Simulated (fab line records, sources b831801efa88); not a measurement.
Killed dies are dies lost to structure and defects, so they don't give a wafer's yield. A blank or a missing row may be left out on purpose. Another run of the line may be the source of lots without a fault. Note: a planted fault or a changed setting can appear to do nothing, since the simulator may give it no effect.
fab line records -- flow sky130
[record] lots = 5, wafers = 15, last_day = 50
route steps=708 shown METAL2@490 PAD_OPEN@708
lots that met no fault: taken from a fault-free run of the same line
start_h: hours from the record's first day to the start of the lot's first wafer shown -- wait_h: hours elapsed since this lot's preceding step -- " repeats the value in the row above -- L1.1+2: a row that stands for several wafers -- - either no value or no given start -- * or withheld: withheld -- < > ~ a bound
route shown NAME@n: NAME is a module with steps in the file, n the number in the route of the first one -- usual: average and standard deviation across the fault-free wafers -- same: alike in all rows -- chamber/n: place in a boat -- sites: each site's reading -- _std_site: how widely they spread, as a standard deviation -- _edge_site: inner sites' mean taken away from outer sites' mean -- radius_mm: how far each site lies from the wafer's centre -- mask NAME#n: copy n -- behind: the tool/chamber that last shaped the wafer -- hold: reason for holding the lot/hours on hold/outcome of the hold -- device: the transistor (n, p or np) that didn't switch -- end of line: the same wafers' tests at the end of the route -- a step given without rows: its recipe and nothing more -- killed: not the wafer's yield, but the dies lost to structure and defects at the first sort -- map: per-die view of a wafer (x killed, . not killed, _ where there is no die)
set.NAME: the setting the step ran with; set.NAME@STEP: the setting that earlier step ran with -- model.NAME: the simulator's own value behind a step, which no gauge read
certain route steps with their lots: each step a table, each wafer a row
services: a tool's chamber out of use, with start hour (start_h, from the record's first day; less than 0 if before it), hours out, and reason
[[steps]]
[step SKY_METAL2_DEHYDRATE_07]
[recipe] temp_c = 200, time_s = 60
[step SKY_METAL2_HMDS_08]
[recipe] prime_time_s = 60, prime_temp_c = 120
[step SKY_METAL2_COAT_09]
[recipe] resist = BARC, temp_c = withheld, time_s = withheld, spin_rpm = 3000, resist_thk_nm = 60
[step SKY_METAL2_COAT_10]
[recipe] resist = KrF-thick, spin_rpm = 3000, resist_thk_nm = 450
[step SKY_METAL2_SOFTBAKE_11]
[recipe] temp_c = 100, time_s = 90, resist = KrF-thick
[step SKY_METAL2_EXPOSE_12]
[recipe] mask_id = MM2, na = 0.8, source_shape = annular, sigma_inner = 0.55, sigma_outer = 0.85, target_cd_nm = 140, dose_mj = 28
[step SKY_METAL2_PEB_13]
[recipe] peb_temp_c = withheld, peb_time_s = withheld, resist = KrF-thick
[step SKY_METAL2_DEVELOP_14]
[recipe] develop_time_s = 60, resist = KrF-thick, dev_temp_c = 21
[step SKY_METAL2_CD_MEAS_15]
[recipe] target_cd_nm = 140
[usual] cd_nm = 139.6/1.1
lot.wafer,tool,chamber,start_h,wait_h,cd_nm
L356.2,cd_sem-01,-,812.78,-,138.6
L356.3,cd_sem-01,-,812.78,-,138.9
L356.4,cd_sem-01,-,812.78,-,139.8
L362.1,cd_sem-02,-,864.26,-,138.8
L362.2,cd_sem-02,-,864.26,-,138.9
L362.6,cd_sem-02,-,864.26,-,138.8
L365.1,cd_sem-01,-,883.49,-,140.5
L365.3,cd_sem-01,-,883.49,-,140.3
L365.4,cd_sem-01,-,883.49,-,139.6
L376.1,cd_sem-01,-,967.35,-,139.4
L376.4,cd_sem-01,-,967.35,-,138.6
L376.6,cd_sem-01,-,967.35,-,139.9
L378.1,cd_sem-02,-,982.86,-,139.9
L378.4,cd_sem-02,-,982.86,-,137.9
L378.6,cd_sem-02,-,982.86,-,140.9
[step SKY_METAL2_OVL_MEAS_16]
[usual] METAL2_OVL = 2/5
lot.wafer,tool,chamber,start_h,wait_h,METAL2_OVL[nm]
L356.2,overlay-01,-,812.89,0.1,3
L356.3,overlay-01,-,812.89,0.1,-3
L356.4,overlay-01,-,812.89,0.1,4
L362.1,overlay-02,-,864.38,0.1,5
L362.2,overlay-02,-,864.38,0.1,6
L362.6,overlay-02,-,864.38,0.1,1
L365.1,overlay-02,-,883.61,0.1,-9
L365.3,overlay-02,-,883.61,0.1,-5
L365.4,overlay-02,-,883.61,0.1,-6
L376.1,overlay-01,-,967.47,0.1,-4
L376.4,overlay-01,-,967.47,0.1,1
L376.6,overlay-01,-,967.47,0.1,1
L378.1,overlay-02,-,982.98,0.1,-4
L378.4,overlay-02,-,982.98,0.1,0
L378.6,overlay-02,-,982.98,0.1,3
[step SKY_METAL2_DESCUM_17]
[recipe] chemistry = O2, source_power_w = 150, bias_power_w = 0, pressure_mtorr = 10, temp_c = 40, time_s = 8
[usual] drypump_motor_current_A = 5.7/0.51, he_backside_leak_sccm = 3.34/0.21, oes_product_au = 1.001/0.0076
lot.wafer,tool,chamber,start_h,wait_h,drypump_motor_current_A,he_backside_leak_sccm,oes_product_au,rf_hours_counter_h
L356.2,rie_metal-01,0,812.92,0.0,5.7,3.35,0.987,1
L356.3,rie_metal-01,0,812.92,0.0,5.7,3.23,0.991,-
L356.4,rie_metal-01,1,812.92,0.0,5.4,3.13,1.000,-
L362.1,rie_metal-02,0,864.42,0.0,5.3,3.67,1.002,10
L362.2,rie_metal-02,1,864.42,0.0,6.5,3.60,1.000,8
L362.6,rie_metal-02,0,864.42,0.0,5.3,3.37,1.008,-
L365.1,rie_metal-02,1,883.65,0.0,6.4,3.50,0.997,9
L365.3,rie_metal-02,0,883.65,0.0,5.3,3.59,1.001,-
L365.4,rie_metal-02,1,883.65,0.0,6.5,3.42,0.996,-
L376.1,rie_metal-01,0,967.50,0.0,5.7,3.25,1.018,7
L376.4,rie_metal-01,1,967.50,0.0,5.4,3.23,1.014,-
L376.6,rie_metal-01,1,967.50,0.0,5.5,3.31,1.003,-
L378.1,rie_metal-03,1,983.02,0.0,5.1,3.11,1.006,6
L378.4,rie_metal-03,0,983.02,0.0,6.2,3.10,0.999,-
L378.6,rie_metal-03,0,983.02,0.0,6.2,3.28,0.998,-
[step SKY_METAL2_ETCH_18]
[recipe] chemistry = N2/H2, target = BARC, ion_energy_ev = 200, bias_w = 100, pressure_mtorr = 30, n2_flow_sccm = 100, h2_flow_sccm = 200, icp_w = 500, stop_on = SiO2, time_s = 45.9, target_depth_a = 600
[usual] drypump_motor_current_A = 5.7/0.51, he_backside_leak_sccm = 3.4/0.36, oes_product_au = 0.855/0.0045, throttle_valve_pct = 13.224/0.0096
lot.wafer,tool,chamber,start_h,wait_h,drypump_motor_current_A,he_backside_leak_sccm,oes_product_au,rf_hours_counter_h,throttle_valve_pct
L356.2,rie_metal-01,0,812.95,0.0,5.7,3.3,0.858,1,13.232
L356.3,rie_metal-01,0,812.95,0.0,5.7,3.2,0.852,-,13.219
L356.4,rie_metal-01,1,812.95,0.0,5.5,3.4,0.860,-,13.225
L362.1,rie_metal-02,0,864.45,0.0,5.3,3.5,0.850,10,13.227
L362.2,rie_metal-02,1,864.45,0.0,6.5,3.3,0.859,8,13.217
L362.6,rie_metal-02,0,864.45,0.0,5.3,3.7,0.851,-,13.246
L365.1,rie_metal-02,1,883.68,0.0,6.5,3.5,0.851,9,13.239
L365.3,rie_metal-02,0,883.68,0.0,5.3,3.6,0.858,-,13.218
L365.4,rie_metal-02,1,883.68,0.0,6.5,3.5,0.864,-,13.227
L376.1,rie_metal-01,0,967.54,0.0,5.7,3.2,0.855,7,13.212
L376.4,rie_metal-01,1,967.54,0.0,5.4,3.2,0.848,-,13.230
L376.6,rie_metal-01,1,967.54,0.0,5.5,3.3,0.854,-,13.214
L378.1,rie_metal-03,1,983.05,0.0,5.1,3.3,0.858,6,13.231
L378.4,rie_metal-03,0,983.05,0.0,6.2,3.2,0.849,-,13.232
L378.6,rie_metal-03,0,983.05,0.0,6.2,3.3,0.848,-,13.225
[step SKY_METAL2_METAL_ETCH_19]
[recipe] target_depth_a = 3600, stop_on = SiO2, over_etch_frac = 0.3, time_s = 78, chemistry = Cl2/BCl3, resist_sidewall_deg = 88, pressure_mtorr = 10, icp_w = 900, bias_w = 48.5, Cl2_flow_sccm = 60, bcl3_flow_sccm = 30
[usual] bcl3_flow_sccm = 30.00/0.088, drypump_motor_current_A = 5.7/0.51, he_backside_leak_sccm = 3.36/0.27, oes_product_au = 0.853/0.0054, throttle_valve_pct = 22.264/0.0083
[same] over_etch_frac = 0.3
lot.wafer,tool,chamber,start_h,wait_h,bcl3_flow_sccm,drypump_motor_current_A,he_backside_leak_sccm,oes_product_au,rf_hours_counter_h,throttle_valve_pct,model.KrF-thick_of_METAL2_COAT_10.thk_nm,model.etch.depth_nm,model.METAL2.feature_depth_nm
L356.2,rie_metal-01,0,813.01,0.0,29.98,5.7,3.36,0.854,1,22.266,159.6,357.6,357.6
L356.3,rie_metal-01,0,813.01,0.0,30.08,5.6,3.34,0.844,-,22.252,158.5,354.3,354.3
L356.4,rie_metal-01,1,813.01,0.0,29.96,5.5,3.23,0.850,-,22.270,158.5,357.4,357.4
L362.1,rie_metal-02,0,864.51,0.0,30.09,5.3,3.58,0.855,10,22.258,155.5,359.6,359.6
L362.2,rie_metal-02,1,864.51,0.0,29.96,6.5,3.51,0.860,8,22.258,159.4,361.3,361.3
L362.6,rie_metal-02,0,864.51,0.0,30.05,5.3,3.70,0.857,-,22.261,154.7,361.1,361.1
L365.1,rie_metal-02,1,883.74,0.0,30.02,6.4,3.55,0.858,9,22.255,155.7,361.8,361.8
L365.3,rie_metal-02,0,883.74,0.0,29.95,5.3,3.70,0.731,-,22.277,259.8,264.7,264.7
L365.4,rie_metal-02,1,883.74,0.0,30.04,6.5,3.34,0.852,-,22.270,156.2,361.9,361.9
L376.1,rie_metal-01,0,967.60,0.0,29.93,5.6,3.39,0.853,7,22.267,156.9,362.9,362.9
L376.4,rie_metal-01,1,967.60,0.0,30.07,5.4,3.34,0.864,-,22.251,158.2,362,362
L376.6,rie_metal-01,1,967.60,0.0,29.97,5.4,3.18,0.852,-,22.266,155.7,361.2,361.2
L378.1,rie_metal-03,1,983.11,0.0,29.93,5.1,3.03,0.853,6,22.270,156.2,357.3,357.3
L378.4,rie_metal-03,0,983.11,0.0,30.00,6.2,3.32,0.850,-,22.274,156.7,357.4,357.4
L378.6,rie_metal-03,0,983.11,0.0,30.03,6.2,3.26,0.856,-,22.256,158.6,358.7,358.7
[step SKY_METAL2_STRIP_20]
[recipe] chemistry = O2/N2, power_w = 1400, pressure_mtorr = 1500, platen_temp_c = withheld, o2_flow_sccm = 3000, n2_flow_sccm = 300, overash_fraction = 0.5
[usual] drypump_motor_current_A = 6.0/0.61, oes_product_au = 0.342/0.0046, strip_time_to_endpoint_s = 2.681/0.028
[same] overash_fraction = 0.5
lot.wafer,tool,chamber,start_h,wait_h,drypump_motor_current_A,oes_product_au,rf_hours_counter_h,strip_time_to_endpoint_s
L356.2,plasma_asher-03,1,813.10,0.1,6.7,0.344,39,2.695
L356.3,plasma_asher-03,0,813.10,0.1,6.0,0.346,-,2.697
L356.4,plasma_asher-03,1,813.10,0.1,6.7,0.339,-,2.695
L362.1,plasma_asher-03,1,864.60,0.1,6.7,0.342,44,2.685
L362.2,plasma_asher-03,0,864.60,0.1,6.1,0.344,44,2.696
L362.6,plasma_asher-03,1,864.60,0.1,6.6,0.335,-,2.657
L365.1,plasma_asher-01,0,883.83,0.1,6.6,0.336,74,2.667
L365.3,plasma_asher-01,0,883.83,0.1,6.5,0.381,-,3.776
L365.4,plasma_asher-01,1,883.83,0.1,4.9,0.340,-,2.680
L376.1,plasma_asher-01,0,967.69,0.1,6.5,0.343,83,2.678
L376.4,plasma_asher-01,1,967.69,0.1,4.9,0.342,-,2.686
L376.6,plasma_asher-01,1,967.69,0.1,4.9,0.347,-,2.669
L378.1,plasma_asher-01,0,983.20,0.1,6.5,0.342,84,2.677
L378.4,plasma_asher-01,1,983.20,0.1,5.0,0.343,-,2.684
L378.6,plasma_asher-01,0,983.20,0.1,6.6,0.348,-,2.676
[step SKY_METAL2_STRIP_21]
[recipe] chemistry = post_etch_residue_remover, time_s = 1200, temp_c = 72.5
[step SKY_PAD_OPEN_PROBE_99]
[usual] defect_limited_yield = 82.2/1.9, killed_at_M0_to_M3 = 45/7.3, killed_at_M4_up = 3.1/1.7, killed_at_contacts = 25/5.1, killed_at_front_end = 15/4.5, killed_at_other = 0.3/0.56, killed_dies = 88/9.4, killed_on_rim = 17/4.3, killed_open = 47/6.6, killed_short = 40/6.9, sort_bin_3_pad_short = 0.9/0.46, sort_bin_5_function = 10.5/1.5, sort_bin_6_memory = 6.4/1.1, sort_n_pass = 404/9.4, sort_yield_pct = 82.2/1.9
[same] gross_dies = 492, killed_at_back_side = 0, sort_bin_4_leakage[%] = 0, sort_bin_8_speed[%] = 0
lot.wafer,tool,chamber,start_h,wait_h,defect_limited_yield[%],killed_at_M0_to_M3,killed_at_M4_up,killed_at_contacts,killed_at_front_end,killed_at_other,killed_dies,killed_on_rim,killed_open,killed_short,sort_bin_3_pad_short[%],sort_bin_5_function[%],sort_bin_6_memory[%],sort_n_pass,sort_yield_pct[%]
L365.1,prober-02,-,1124.71,0.1,81.9,41,3,29,16,0,89,16,57,32,1.0,10.6,6.5,403,81.9
L365.3,prober-02,-,1124.81,0.2,0,452,2,21,14,3,492,96,41,45,1.0,93.1,5.9,0,0
L365.4,prober-02,-,1124.86,0.2,79.9,58,3,26,12,0,99,28,61,38,0.4,11.6,8.1,393,79.9
L376.1,prober-01,-,1187.10,0.1,82.9,43,0,24,16,1,84,18,50,34,0.4,11.4,5.3,408,82.9
L376.4,prober-01,-,1187.25,0.2,82.9,48,3,24,8,1,84,16,36,47,0.8,10.0,6.3,408,82.9
L376.6,prober-01,-,1187.35,0.2,83.3,44,4,22,12,0,82,15,40,42,0.8,9.6,6.3,410,83.3
// killed by level:class
L365.1 CONTACT:geometric_particle:open=15 VIA1:geometric_particle:open=14 VIA2:geometric_particle:open=9 POLY_GATE:geometric_particle:short=6 CONTACT:geometric_particle:short=6 LI_CONTACT:geometric_particle:open=4 VIA1:geometric_particle:short=4 VIA3:geometric_particle:short=4
L365.3 METAL2:area_etch=404 LI_CONTACT:geometric_particle:open=9 METAL2:geometric_particle:short=8 VIA3:geometric_particle:open=7 CONTACT:geometric_particle:short=6 VIA2:geometric_particle:open=6 FIELD_ISO:geometric_particle:open=5 METAL1:geometric_particle:short=5
L365.4 LI_CONTACT:geometric_particle:open=11 VIA3:geometric_particle:open=11 VIA1:geometric_particle:open=9 CONTACT:geometric_particle:open=8 METAL2:geometric_particle:short=7 VIA2:geometric_particle:open=7 FIELD_ISO:geometric_particle:short=5 VIA1:geometric_particle:short=5
L376.1 CONTACT:geometric_particle:open=12 POLY_GATE:geometric_particle:open=10 VIA1:geometric_particle:open=8 METAL1:geometric_particle:short=7 VIA3:geometric_particle:open=7 LI_CONTACT:geometric_particle:open=5 METAL3:geometric_particle:short=5 VIA2:geometric_particle:short=4
L376.4 VIA1:geometric_particle:open=11 CONTACT:geometric_particle:open=8 VIA2:geometric_particle:open=7 METAL1:geometric_particle:short=6 METAL3:geometric_particle:short=6 LI_CONTACT:geometric_particle:open=5 CONTACT:geometric_particle:short=5 METAL2:geometric_particle:short=5
L376.6 VIA1:geometric_particle:open=10 CONTACT:geometric_particle:open=8 VIA3:geometric_particle:open=8 VIA1:geometric_particle:short=6 CONTACT:geometric_particle:short=6 METAL3:geometric_particle:short=6 METAL2:geometric_particle:short=5 FIELD_ISO:geometric_particle:short=4
// map L365.3 (x killed, . not)
__________xxxxxxxxxx_________
________xxxxxxxxxxxxxx_______
______xxxxxxxxxxxxxxxxxx_____
_____xxxxxxxxxxxxxxxxxxxx____
____xxxxxxxxxxxxxxxxxxxxxx___
___xxxxxxxxxxxxxxxxxxxxxxxx__
__xxxxxxxxxxxxxxxxxxxxxxxxxx_
_xxxxxxxxxxxxxxxxxxxxxxxxxxxx
_xxxxxxxxxxxxxxxxxxxxxxxxxxxx
_xxxxxxxxxxxxxxxxxxxxxxxxxxxx
_xxxxxxxxxxxxxxxxxxxxxxxxxxxx
_xxxxxxxxxxxxxxxxxxxxxxxxxxxx
_xxxxxxxxxxxxxxxxxxxxxxxxxxxx
_xxxxxxxxxxxxxxxxxxxxxxxxxxxx
_xxxxxxxxxxxxxxxxxxxxxxxxxxxx
__xxxxxxxxxxxxxxxxxxxxxxxxxx_
___xxxxxxxxxxxxxxxxxxxxxxxx__
____xxxxxxxxxxxxxxxxxxxxxx___
_____xxxxxxxxxxxxxxxxxxxx____
______xxxxxxxxxxxxxxxxxx_____
________xxxxxxxxxxxxxx_______
__________xxxxxxxxxx_________
// map L362.2 (x killed, . not)
__________.........._________
________......x....x.._______
______...x..x..........._____
_____...xx.x...x.........____
____.........x.........x..___
___..x...x.x....x...x....xx__
__.....xxxx.......x...x..x.._
_............xx...........xx.
_x.......x......x.......x....
_...xxx...x.....x.....xx.x.xx
_..x.x.....xx..xx.x......x..x
_..........x..............x..
_x......x.x................x.
_....x...x..x.x...........x..
_x....x................x.....
__..x...x...x....x.x..xx..xx_
___...xx.......x..x.x....x.__
____x......xxx....x......x___
_____..x.x.......x..x....____
______...xx..x.x.....x.._____
________.............._______
__________.xxx.x..x._________
[[services]]
tool,chamber,start_h,hours,kind
rie_metal-03,1,849.82,-,clean
rie_metal-03,1,849.82,14.2,scheduled_down
rie_metal-03,1,849.82,14.2,vent_cycle
rie_metal-02,-,861.35,2.8,pm
rie_metal-02,-,865.02,0.2,repair
rie_metal-03,-,878.92,0.6,repair
rie_metal-03,1,923.81,2.9,repair
rie_metal-03,-,930.27,2.8,pm
rie_metal-01,-,946.37,10.0,pm
rie_metal-01,-,970.27,15.6,pm
[[key]]
[first_sign] step = SKY_METAL2_METAL_ETCH_19, reading = oes_product_au, direction = down, sigmas = 23, usual = 0.853, struck = 0.731
[effect] step = SKY_METAL2_STRIP_20, reading = strip_time_to_endpoint_s, direction = up, sigmas = 40, usual = *, struck = *
[effect] step = SKY_PAD_OPEN_PROBE_99, reading = sort_bin_5_function, direction = up, sigmas = 56, usual = 10.5, struck = 93.1
[model_effect] step = SKY_METAL2_METAL_ETCH_19, value = KrF-thick_of_METAL2_COAT_10.thk_nm, without = 152.2, struck = 259.8
[more_kills_born_at] SKY_METAL2_METAL_ETCH_19@rie_metal-02 = 404
met_at SKY_METAL2_METAL_ETCH_19
struck_wafers L365.3
later_rows_left_out L365.3
onset_between 864.51 883.74
[fault] kind = process_parameter_drift, tool = rie_metal-02, chamber = -, onset_h = 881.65, steps = SKY_METAL2_METAL_ETCH_19, channel = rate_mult, offset = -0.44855, shape = step, end_h = 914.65, scope = struck_wafers_only
// later_rows_left_out: the simulator's readings of these wafers behind a module that went badly wrong aren't trusted and aren't shown, but for the sort
